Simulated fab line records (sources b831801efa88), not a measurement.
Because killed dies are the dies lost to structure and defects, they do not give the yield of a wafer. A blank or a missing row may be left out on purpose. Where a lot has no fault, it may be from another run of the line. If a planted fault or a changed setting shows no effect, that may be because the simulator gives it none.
Problem report in the 8D (eight disciplines) form, filled by code -- flow sky130 -- the parts of the form that need people (team, actions taken, sign-off) are left out

## 1. WHAT WENT WRONG
LDD_HVP_TW at SKY_LDD_HVP_TW_MEAS_10 reads a mean of 481 on 9 wafers of 3 lots; wafers without a fault read 454 with a standard deviation of 3.2. Relative to the usual mean, that is a shift of +8.4 standard deviations.
First observed at day 27 12:24: wafer L339.1, on film-metro-02. Wafers with a number at this step in the record: 33, from 11 lots. The rule behind "out" and "out of limits": a value lying over 4 standard deviations away from the usual mean. Any other wafer with a number is counted as sound.

## 2. WHAT IT IS; WHAT IT IS NOT
question,is,is not
which readings at this step,LDD_HVP_TW,-
which lots,"L339, L340, L341","L324, L326, L327, L329, L330, L333, L342, L347"
which wafers of those lots,all that have a number,-
read on which gauges,"film-metro-01, film-metro-02, film-metro-03",-
when,from day 27 12:24,"up to then (18 sound wafers); but 6 sound wafers of L342, L347 came after"

## 3. WHAT RULES OUT EACH SUSPECT
Counting: a tool at a process step up to the reading stays a suspect if it ran every lot that is out and no sound lot after the first of them.
- the gauge at SKY_LDD_HVP_TW_MEAS_10: ruled out. The wafers that are out were read on 3 gauges (film-metro-01, film-metro-02, film-metro-03).
- implanter-03 at SKY_LDD_HVP_IMPLANT_08: kept. It ran every lot that is out, first L339 (day 27 12:09), and no sound lot after that; its last sound lot up to then is L333 (day 25 13:48). On those wafers its own readings are out: beam-on-s, faraday-current-uA.
Left after counting: implanter-03 at SKY_LDD_HVP_IMPLANT_08.

## 4. THE CAUSE (what the simulator had put in)
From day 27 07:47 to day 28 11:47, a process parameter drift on implanter-03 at SKY_LDD_HVP_IMPLANT_08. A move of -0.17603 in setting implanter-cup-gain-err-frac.
After counting, this tool was the only one left.

## 5. SEQUENCE OF EFFECTS, ordered by route
Rows list readings where the struck wafers' mean (over those with a number) sits beyond 3 standard deviations from the usual. Only readings whose record carries a usual standard deviation are examined. hours: median over the lots of the time between each lot's start at the first step of this table that gives one and its start at this step. sigmas: the change, counted in usual standard deviations.
hours,step,reading,usual,on struck wafers,change,sigmas
0,SKY_LDD_HVP_IMPLANT_08,beam-on-s,9.99 s,12.05,+2.06,+11
0,SKY_LDD_HVP_IMPLANT_08,faraday-current-uA,95.9,79.5,-16.4,-9.1
0,SKY_LDD_HVP_TW_MEAS_10,LDD_HVP_TW,454,481,+27,+8.4
The process steps in it:
- SKY_LDD_HVP_IMPLANT_08

## 6. WHAT WOULD HAVE CAUGHT IT SOONER
Counted from the fault's start at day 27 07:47, it took 5 hours until the first out-of-limits reading at a measuring or inspecting step in this record, taken at day 27 12:24.
At SKY_LDD_HVP_IMPLANT_08, the tool's own readings (beam-on-s, faraday-current-uA) were out on each struck wafer the step has a row for, so an alarm limit on them would have fired on the first such wafer.
L340, L341, from the lots that are out (3), started SKY_LDD_HVP_IMPLANT_08 on implanter-03 later than day 27 12:24. A hold on the tool at that time would have spared those 2.
